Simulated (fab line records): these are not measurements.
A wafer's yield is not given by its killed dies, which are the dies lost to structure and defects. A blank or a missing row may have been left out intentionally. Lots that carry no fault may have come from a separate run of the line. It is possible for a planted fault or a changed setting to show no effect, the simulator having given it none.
Matching of chambers	flow gf180mcu	GF_CONTACT_CMP_04 on cmp-01 has 4 sister chambers
The step polishes SiO2. 18 wafers are shown with their chamber, then 8 later ones without.

== EACH WAFER AND ITS CHAMBER ==
wafer	chamber	motorCurrentA (A)	timeToEndpointS (s)	slurryFilterDpKPa (kPa)
L931.3	3	12.5	117	13.46
L931.5	3	11.7	118	13.56
L931.6	2	11.9	116	13.42
L932.2	2	11.9	115	13.56
L932.3	3	11.7	117	13.69
L932.4	1	11.1	123	13.39
L934.2	2	11.7	113	13.51
L934.3	3	12.0	121	13.42
L934.6	1	10.6	122	13.47
L939.3	0	13.1	103	13.45
L942.4	2	11.9	102	13.57
L945.1	0	12.9	101	13.65
L945.3	1	10.4	116	13.72
L945.5	2	12.0	99	13.51
L949.2	1	10.7	107	13.35
L949.3	2	12.0	108	13.47
L949.5	2	11.5	112	13.59
L950.2	2	11.5	113	13.27

SIGNATURES (means of the wafers above)
reading	chamber 0	chamber 1	chamber 2	chamber 3	scatter within a chamber
motorCurrentA	13.000	10.700	11.800	11.975	0.268
timeToEndpointS	102.00	117.00	109.75	118.25	5.65
slurryFilterDpKPa	13.5500	13.4825	13.4875	13.5325	0.126
Rule: for a wafer and a chamber, the distance is found by dividing, reading by reading, the gap between the wafer's reading and the chamber's mean by the reading's scatter, squaring, summing and taking the root. The wafer belongs to the nearest chamber; if the next one is less than 2 further off, it can't be placed. The scatter: the root of (the sum of the squares of (reading less its chamber's mean) over the shown wafers, divided by (wafers less chambers)).

== WAFERS WITH NO CHAMBER GIVEN ==
wafer	motorCurrentA (A)	timeToEndpointS (s)	slurryFilterDpKPa (kPa)
L950.5	10.4	120	13.58
L950.6	11.4	103	13.74
L952.1	10.6	113	13.43
L952.2	13.0	104	13.41
L952.3	11.2	105	13.56
L954.1	12.0	104	13.40
L954.4	13.4	114	13.65
L954.6	12.9	111	13.54

== CHAMBER TAKEN BY EACH ==
wafer	from the rows above	in truth
L950.5	1	1
L950.6	can't be placed: 2 or 3 or 1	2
L952.1	1	1
L952.2	0	0
L952.3	can't be placed: 2 or 1 or 3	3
L954.1	can't be placed: 2 or 3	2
L954.4	0	0
L954.6	0	0
Correctly placed: 5 of 8. Not placeable from these rows: 3 (in 3, the candidates include the true chamber). Number placed wrongly: 0.
